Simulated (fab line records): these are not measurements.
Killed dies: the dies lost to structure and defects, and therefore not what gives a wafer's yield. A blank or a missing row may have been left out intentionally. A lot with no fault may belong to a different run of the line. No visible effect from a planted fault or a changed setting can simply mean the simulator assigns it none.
fab line records / flow sky130 / part 2 of 2: steps 43 to 43 of 43
[record] lots = 6 wafers = 18 lastDay = 50
route steps=708 shown VIA3@588 METAL4@598 CAP2M@603 PAD_OPEN@708
lots that met no fault: taken from a fault-free run of the same line
startH: hours from the record's opening day to when the first of the lot's shown wafers began / waitH: how many hours have passed since the lot's step before this one / " the same as in the row above / L1.1+2: a single row standing in for several wafers / - value missing, or start not given / * or withheld: withheld / < > ~ a bound
route shown NAME@n: a module of which the file shows steps, and the number in the route of the first / usual: mean/standard deviation of fault-free wafers / same: alike in all rows / chamber/n: place in a boat / sites: each site's reading / _std_site: standard deviation across them / _edge_site: the outer-site mean with the inner-site mean subtracted / radiusMm: for every site, how far away it sits from the centre of the wafer / mask NAME#n: copy n / behind: the tool/chamber that last shaped the wafer / hold: cause of the lot's hold/its duration in hours/its outcome / device: the transistor (n, p or np) that didn't switch / end of line: at the end of the route, the tests of the same wafers / for a step that has no rows: nothing shown but its recipe / killed: count of dies lost to structure and defects at first sort (not the wafer's yield) / map: per-die view of a wafer (x killed, . not killed, _ where there is no die)
set.NAME: the setting as run; set.NAME@STEP: as run at that earlier step / model.NAME: the simulator's own value behind a step, which no gauge read
a table for each step, a row for each wafer; lots at some steps of the route
services: a tool's chamber out of use, with start hour (startH, from the record's first day; less than 0 if before it), hours out, and reason
[[steps]]
[step SKY_PAD_OPEN_PROBE_99]
[usual] killed_at_M0_to_M3 = 43/7.7 killed_at_M4_up = 3.4/1.9 killedAtContacts = 25/5.6 killedAtFrontEnd = 14/4.3 killedAtOther = 0.2/0.5 killedDies = 86/10 killedOpen = 47/7.2 killedShort = 39/6.7
[same] grossDies = 492 killedAtBackSide = 0
lot.wafer=L579.4 tool=prober-01 chamber=- startH=1079.29 waitH=0.2 killed_at_M0_to_M3=37 killed_at_M4_up=1 killedAtContacts=26 killedAtFrontEnd=19 killedAtOther=0 killedDies=83 killedOpen=54 killedShort=29 model.etest.tester.sortNPass=409 model.etest.tester.sortYieldPct=83.13 model.etest.tester.sort_bin_5_pct=9.959 model.etest.tester.sort_bin_3_pct=0.6098
lot.wafer=L579.5 tool=prober-01 chamber=- startH=1079.34 waitH=0.2 killed_at_M0_to_M3=30 killed_at_M4_up=2 killedAtContacts=30 killedAtFrontEnd=16 killedAtOther=1 killedDies=79 killedOpen=39 killedShort=40 model.etest.tester.sortNPass=413 model.etest.tester.sortYieldPct=83.94 model.etest.tester.sort_bin_5_pct=9.756 model.etest.tester.sort_bin_3_pct=0.6098
lot.wafer=L579.6 tool=prober-01 chamber=- startH=1079.39 waitH=0.2 killed_at_M0_to_M3=46 killed_at_M4_up=2 killedAtContacts=22 killedAtFrontEnd=14 killedAtOther=1 killedDies=85 killedOpen=44 killedShort=41 model.etest.tester.sortNPass=407 model.etest.tester.sortYieldPct=82.72 model.etest.tester.sort_bin_5_pct=10.37 model.etest.tester.sort_bin_3_pct=0.813
lot.wafer=L584.2 tool=prober-02 chamber=- startH=1120.38 waitH=0.1 killed_at_M0_to_M3=47 killed_at_M4_up=2 killedAtContacts=24 killedAtFrontEnd=18 killedAtOther=0 killedDies=91 killedOpen=56 killedShort=35 model.etest.tester.sortNPass=401 model.etest.tester.sortYieldPct=81.5 model.etest.tester.sort_bin_5_pct=12.4 model.etest.tester.sort_bin_3_pct=0.2033
lot.wafer=L584.3 tool=prober-02 chamber=- startH=1120.43 waitH=0.2 killed_at_M0_to_M3=37 killed_at_M4_up=4 killedAtContacts=26 killedAtFrontEnd=5 killedAtOther=0 killedDies=72 killedOpen=42 killedShort=30 model.etest.tester.sortNPass=420 model.etest.tester.sortYieldPct=85.37 model.etest.tester.sort_bin_5_pct=8.537 model.etest.tester.sort_bin_3_pct=0.2033
lot.wafer=L584.6 tool=prober-02 chamber=- startH=1120.58 waitH=0.2 killed_at_M0_to_M3=42 killed_at_M4_up=1 killedAtContacts=21 killedAtFrontEnd=17 killedAtOther=0 killedDies=81 killedOpen=51 killedShort=30 model.etest.tester.sortNPass=411 model.etest.tester.sortYieldPct=83.54 model.etest.tester.sort_bin_5_pct=11.99 model.etest.tester.sort_bin_3_pct=0.6098
lot.wafer=L585.3 tool=prober-01 chamber=- startH=1128.20 waitH=0.2 killed_at_M0_to_M3=40 killed_at_M4_up=0 killedAtContacts=17 killedAtFrontEnd=13 killedAtOther=0 killedDies=70 killedOpen=32 killedShort=38 model.etest.tester.sortNPass=422 model.etest.tester.sortYieldPct=85.77 model.etest.tester.sort_bin_5_pct=8.74 model.etest.tester.sort_bin_3_pct=0.813
lot.wafer=L585.5 tool=prober-01 chamber=- startH=1128.30 waitH=0.2 killed_at_M0_to_M3=50 killed_at_M4_up=3 killedAtContacts=28 killedAtFrontEnd=19 killedAtOther=0 killedDies=100 killedOpen=48 killedShort=52 model.etest.tester.sortNPass=392 model.etest.tester.sortYieldPct=79.67 model.etest.tester.sort_bin_5_pct=10.16 model.etest.tester.sort_bin_3_pct=1.016
lot.wafer=L585.6 tool=prober-01 chamber=- startH=1128.35 waitH=0.2 killed_at_M0_to_M3=30 killed_at_M4_up=4 killedAtContacts=27 killedAtFrontEnd=17 killedAtOther=0 killedDies=78 killedOpen=45 killedShort=33 model.etest.tester.sortNPass=414 model.etest.tester.sortYieldPct=84.15 model.etest.tester.sort_bin_5_pct=9.553 model.etest.tester.sort_bin_3_pct=0.4065
lot.wafer=L590.3 tool=prober-02 chamber=- startH=1154.49 waitH=0.2 killed_at_M0_to_M3=27 killed_at_M4_up=33 killedAtContacts=24 killedAtFrontEnd=19 killedAtOther=0 killedDies=103 killedOpen=40 killedShort=33 model.etest.tester.sortNPass=- model.etest.tester.sortYieldPct=- model.etest.tester.sort_bin_5_pct=- model.etest.tester.sort_bin_3_pct=-
lot.wafer=L590.4 tool=prober-02 chamber=- startH=1154.54 waitH=0.2 killed_at_M0_to_M3=40 killed_at_M4_up=55 killedAtContacts=18 killedAtFrontEnd=13 killedAtOther=0 killedDies=126 killedOpen=37 killedShort=34 model.etest.tester.sortNPass=- model.etest.tester.sortYieldPct=- model.etest.tester.sort_bin_5_pct=- model.etest.tester.sort_bin_3_pct=-
lot.wafer=L590.6 tool=prober-02 chamber=- startH=1154.64 waitH=0.2 killed_at_M0_to_M3=45 killed_at_M4_up=58 killedAtContacts=25 killedAtFrontEnd=11 killedAtOther=0 killedDies=139 killedOpen=44 killedShort=40 model.etest.tester.sortNPass=- model.etest.tester.sortYieldPct=- model.etest.tester.sort_bin_5_pct=- model.etest.tester.sort_bin_3_pct=-
lot.wafer=L594.1 tool=prober-01 chamber=- startH=1179.50 waitH=0.1 killed_at_M0_to_M3=49 killed_at_M4_up=69 killedAtContacts=11 killedAtFrontEnd=12 killedAtOther=3 killedDies=144 killedOpen=36 killedShort=42 model.etest.tester.sortNPass=348 model.etest.tester.sortYieldPct=70.73 model.etest.tester.sort_bin_5_pct=16.46 model.etest.tester.sort_bin_3_pct=5.081
lot.wafer=L594.2 tool=prober-01 chamber=- startH=1179.55 waitH=0.1 killed_at_M0_to_M3=43 killed_at_M4_up=30 killedAtContacts=16 killedAtFrontEnd=13 killedAtOther=0 killedDies=102 killedOpen=34 killedShort=40 model.etest.tester.sortNPass=390 model.etest.tester.sortYieldPct=79.27 model.etest.tester.sort_bin_5_pct=10.57 model.etest.tester.sort_bin_3_pct=3.455
lot.wafer=L594.4 tool=prober-01 chamber=- startH=1179.65 waitH=0.2 killed_at_M0_to_M3=41 killed_at_M4_up=30 killedAtContacts=20 killedAtFrontEnd=14 killedAtOther=0 killedDies=105 killedOpen=44 killedShort=37 model.etest.tester.sortNPass=387 model.etest.tester.sortYieldPct=78.66 model.etest.tester.sort_bin_5_pct=12.6 model.etest.tester.sort_bin_3_pct=2.439
lot.wafer=L599.1 tool=prober-01 chamber=- startH=1191.57 waitH=0.1 killed_at_M0_to_M3=31 killed_at_M4_up=7 killedAtContacts=23 killedAtFrontEnd=16 killedAtOther=1 killedDies=78 killedOpen=42 killedShort=36 model.etest.tester.sortNPass=414 model.etest.tester.sortYieldPct=84.15 model.etest.tester.sort_bin_5_pct=9.959 model.etest.tester.sort_bin_3_pct=0.813
lot.wafer=L599.2 tool=prober-01 chamber=- startH=1191.62 waitH=0.1 killed_at_M0_to_M3=38 killed_at_M4_up=3 killedAtContacts=33 killedAtFrontEnd=18 killedAtOther=1 killedDies=93 killedOpen=49 killedShort=44 model.etest.tester.sortNPass=399 model.etest.tester.sortYieldPct=81.1 model.etest.tester.sort_bin_5_pct=11.79 model.etest.tester.sort_bin_3_pct=1.016
lot.wafer=L599.5 tool=prober-01 chamber=- startH=1191.77 waitH=0.2 killed_at_M0_to_M3=44 killed_at_M4_up=4 killedAtContacts=20 killedAtFrontEnd=12 killedAtOther=1 killedDies=81 killedOpen=41 killedShort=40 model.etest.tester.sortNPass=411 model.etest.tester.sortYieldPct=83.54 model.etest.tester.sort_bin_5_pct=7.724 model.etest.tester.sort_bin_3_pct=1.423
// killed by level:class
L579.4 LI_CONTACT:geometricParticle:open=11 FIELD_ISO:geometricParticle:open=8 CONTACT:geometricParticle:open=8 VIA1:geometricParticle:open=8 VIA3:geometricParticle:open=7 METAL1:geometricParticle:short=6 POLY_GATE:geometricParticle:open=4 METAL2:geometricParticle:short=4
L579.5 CONTACT:geometricParticle:open=9 CONTACT:geometricParticle:short=7 METAL2:geometricParticle:short=7 LI_CONTACT:geometricParticle:open=6 VIA2:geometricParticle:open=5 VIA3:geometricParticle:short=4 LOCAL_INTERCONNECT:geometricParticle:short=4 FIELD_ISO:geometricParticle:short=3
L579.6 VIA1:geometricParticle:open=11 METAL2:geometricParticle:short=8 LI_CONTACT:geometricParticle:open=6 CONTACT:geometricParticle:open=6 VIA3:geometricParticle:open=6 METAL1:geometricParticle:short=5 FIELD_ISO:geometricParticle:open=4 LOCAL_INTERCONNECT:geometricParticle:short=4
L584.2 METAL2:geometricParticle:short=11 CONTACT:geometricParticle:open=9 VIA1:geometricParticle:open=8 LI_CONTACT:geometricParticle:open=8 VIA3:geometricParticle:open=8 VIA2:geometricParticle:open=6 POLY_GATE:geometricParticle:open=5 FIELD_ISO:geometricParticle:open=4
L584.3 CONTACT:geometricParticle:open=11 VIA1:geometricParticle:open=11 LI_CONTACT:geometricParticle:open=7 VIA3:geometricParticle:open=6 METAL1:geometricParticle:short=5 POLY_GATE:geometricParticle:short=4 LI_CONTACT:geometricParticle:short=3 VIA1:geometricParticle:short=3
L584.6 VIA1:geometricParticle:open=14 CONTACT:geometricParticle:open=7 LI_CONTACT:geometricParticle:open=5 LI_CONTACT:geometricParticle:short=5 VIA1:geometricParticle:short=5 METAL2:geometricParticle:short=5 FIELD_ISO:geometricParticle:short=4 FIELD_ISO:geometricParticle:open=4
L585.3 VIA1:geometricParticle:open=10 CONTACT:geometricParticle:short=6 METAL1:geometricParticle:short=6 METAL2:geometricParticle:short=6 FIELD_ISO:geometricParticle:short=5 CONTACT:geometricParticle:open=4 VIA1:geometricParticle:short=4 FIELD_ISO:geometricParticle:open=3
L585.5 FIELD_ISO:geometricParticle:short=9 METAL1:geometricParticle:short=9 VIA1:geometricParticle:open=8 CONTACT:geometricParticle:open=8 CONTACT:geometricParticle:short=8 VIA2:geometricParticle:open=8 LI_CONTACT:geometricParticle:open=6 VIA3:geometricParticle:open=6
L585.6 CONTACT:geometricParticle:open=10 LI_CONTACT:geometricParticle:open=8 LOCAL_INTERCONNECT:geometricParticle:short=7 POLY_GATE:geometricParticle:short=6 VIA1:geometricParticle:open=6 VIA2:geometricParticle:open=6 FIELD_ISO:geometricParticle:open=5 VIA3:geometricParticle:open=5
L590.3 METAL4:unspecified=30 CONTACT:geometricParticle:open=9 CONTACT:geometricParticle:short=7 LI_CONTACT:geometricParticle:open=6 POLY_GATE:geometricParticle:short=5 POLY_GATE:geometricParticle:open=4 VIA2:geometricParticle:open=4 METAL3:geometricParticle:short=4
L590.4 METAL4:unspecified=55 CONTACT:geometricParticle:open=10 VIA1:geometricParticle:open=9 METAL2:geometricParticle:short=7 VIA1:geometricParticle:short=6 VIA3:geometricParticle:open=5 FIELD_ISO:geometricParticle:short=4 METAL1:geometricParticle:short=4
L590.6 METAL4:unspecified=55 VIA1:geometricParticle:open=9 LI_CONTACT:geometricParticle:open=8 VIA1:geometricParticle:short=8 CONTACT:geometricParticle:short=7 VIA3:geometricParticle:open=6 CONTACT:geometricParticle:open=5 METAL2:geometricParticle:short=4
L594.1 METAL4:unspecified=66 METAL1:geometricParticle:short=12 VIA3:geometricParticle:open=7 VIA3:geometricParticle:short=5 METAL2:geometricParticle:short=5 VIA1:geometricParticle:short=5 VIA1:geometricParticle:open=5 FIELD_ISO:geometricParticle:open=4
L594.2 METAL4:unspecified=28 VIA2:geometricParticle:open=7 LOCAL_INTERCONNECT:geometricParticle:short=6 VIA1:geometricParticle:open=6 VIA3:geometricParticle:open=5 METAL1:geometricParticle:short=5 LI_CONTACT:geometricParticle:open=4 VIA2:geometricParticle:short=4
L594.4 METAL4:unspecified=24 CONTACT:geometricParticle:open=9 VIA1:geometricParticle:open=9 FIELD_ISO:geometricParticle:open=7 VIA3:geometricParticle:open=6 METAL1:geometricParticle:short=6 VIA2:geometricParticle:open=5 LOCAL_INTERCONNECT:geometricParticle:short=4
L599.1 CONTACT:geometricParticle:open=8 VIA1:geometricParticle:open=8 VIA2:geometricParticle:open=8 FIELD_ISO:geometricParticle:open=4 FIELD_ISO:geometricParticle:short=4 POLY_GATE:geometricParticle:short=4 POLY_GATE:geometricParticle:open=4 LI_CONTACT:geometricParticle:short=4
L599.2 CONTACT:geometricParticle:open=16 VIA1:geometricParticle:open=8 METAL1:geometricParticle:short=6 VIA2:geometricParticle:short=6 VIA2:geometricParticle:open=6 FIELD_ISO:geometricParticle:open=5 LI_CONTACT:geometricParticle:open=5 LOCAL_INTERCONNECT:geometricParticle:short=5
L599.5 CONTACT:geometricParticle:open=8 VIA2:geometricParticle:open=8 VIA3:geometricParticle:open=8 CONTACT:geometricParticle:short=6 METAL2:geometricParticle:short=6 VIA1:geometricParticle:open=5 FIELD_ISO:geometricParticle:short=4 FIELD_ISO:geometricParticle:open=4
// map L590.6 (x killed, . not)
__________.x...x...._________
________...........x.x_______
______x...x.....x...x..._____
_____x......x........xx..____
____.........x...x......x.___
___.xx.....x......xxx..x.x.__
__.......x........xxx......x_
_x..............xx..x..x...x.
_....x....x....x..x..x......x
_......x.x.x..x.x..xx....x...
_.x..x........x.....x...x..x.
_..........x.x...x..x........
_.....xx........x.x.xxxxxxxx.
_..x.........x...x.xxxxxxxxxx
_.....xx..........x.xxxxxxxx.
__......x..x..xxx.x.xxxxxxxx_
___................xxxxxxxx__
____................xxxxxx___
_____.......x.....x.xxxxx____
______...x.....x.....xxx_____
________x....xx......._______
__________..x....x.._________
// map L594.1 (x killed, . not)
__________x.....x..x_________
________x..x..x....x.x_______
______..........xx..x..._____
_____..............xx.x..____
____....x........x.x......___
___.x.......x..xx.......x.x__
__..x.x....xxx...x...xx...x._
_.....x....x..xxx.x........x.
_.x........xxxxxxxxx.x..x...x
_..x........xxxxxxxxx........
_..x.......xxxxxxxxxx........
_...xx.....xxxxxxxxxx......x.
_x........xxxxxxxxxx.x.x.....
_..x......xxxxxxxxxx...x...x.
_......x......xxxxxxx....x...
__.x.......xxx.x.x.....x.x.x_
___.x.x................xx..__
____..x....xx.x..........x___
_____....................____
______.x.x.............._____
________.x..x........._______
__________.....x...._________
[[services]]
tool=cmp-01 chamber=- startH=912.00 hours=4.0 kind=pm
tool=cmp-02 chamber=- startH=913.09 hours=3.3 kind=repair
tool=cmp-02 chamber=- startH=919.54 hours=1.3 kind=repair
tool=rieMetal-04 chamber=- startH=940.30 hours=0.7 kind=repair
tool=rieMetal-04 chamber=- startH=951.42 hours=2.2 kind=repair
tool=cmp-02 chamber=- startH=957.48 hours=1.2 kind=repair
tool=cmp-02 chamber=- startH=960.74 hours=21.9 kind=repair
tool=rieMetal-02 chamber=- startH=973.19 hours=2.8 kind=pm
tool=pvdSputter-04 chamber=1 startH=982.71 hours=- kind=consumableReplace:kit
tool=pvdSputter-04 chamber=1 startH=982.71 hours=18.0 kind=scheduledDown
tool=pvdSputter-04 chamber=1 startH=982.71 hours=18.0 kind=ventCycle
tool=rieMetal-01 chamber=- startH=996.49 hours=0.4 kind=repair
tool=rieMetal-02 chamber=- startH=1021.32 hours=0.3 kind=repair
tool=plasmaAsher-04 chamber=- startH=1024.59 hours=1.6 kind=repair
tool=cmp-01 chamber=- startH=1043.74 hours=5.4 kind=repair
tool=pvdSputter-02 chamber=1 startH=1054.81 hours=- kind=consumableReplace:kit
tool=pvdSputter-02 chamber=1 startH=1054.81 hours=18.0 kind=scheduledDown
tool=pvdSputter-02 chamber=1 startH=1054.81 hours=18.0 kind=ventCycle
tool=plasmaAsher-02 chamber=- startH=1055.25 hours=9.0 kind=pm
tool=plasmaAsher-04 chamber=- startH=1079.70 hours=2.8 kind=pm
tool=cmp-02 chamber=- startH=1084.34 hours=4.0 kind=pm
tool=cmp-01 chamber=- startH=1087.11 hours=0.5 kind=repair
tool=rieMetal-01 chamber=- startH=1088.55 hours=4.3 kind=pm
tool=pvdSputter-04 chamber=0 startH=1089.18 hours=- kind=consumableReplace:kit
[[key]]
[firstSign] step = SKY_PAD_OPEN_PROBE_99 reading = killed_at_M4_up direction = up sigmas = 22 usual = 3.4 struck = 45.8
[effect] step = SKY_PAD_OPEN_PROBE_99 reading = killedDies direction = up sigmas = 3.2 usual = 86 struck = 120 wafersMoved = 5
[modelEffect] step = SKY_PAD_OPEN_PROBE_99 value = etest.tester.sortNPass without = 406.3 struck = 375
metAt SKY_METAL4_SPUTTER_02
struckWafers L590.3,L590.4,L590.6,L594.1,L594.2,L594.4
testerLeftOut L590
onsetBetween 935.60 1025.30
alsoFits SKY_METAL4_SPUTTER_03:pvdSputter-02,SKY_METAL4_SPUTTER_04:pvdSputter-02,SKY_CAP2M_STRIP_14:plasmaAsher-04
[earlierFault] kind = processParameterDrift tool = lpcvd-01 chamber = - onsetH = 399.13 steps = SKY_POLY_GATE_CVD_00 channel = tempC offset = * shape = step endH = 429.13 stated = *
[fault] kind = chamberParticleSource tool = pvdSputter-02 chamber = - onsetH = 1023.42 steps = SKY_METAL4_SPUTTER_02 ratePerVisitCm2 = 1.8196 endH = 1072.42
// testerLeftOut: of these lots the tester's yield and bins aren't shown, on N5 and GAA mostly nor the transistor test; their killed dies are dies lost to structure and defects alone, not to doping, threshold or leakage, so they don't give the yield
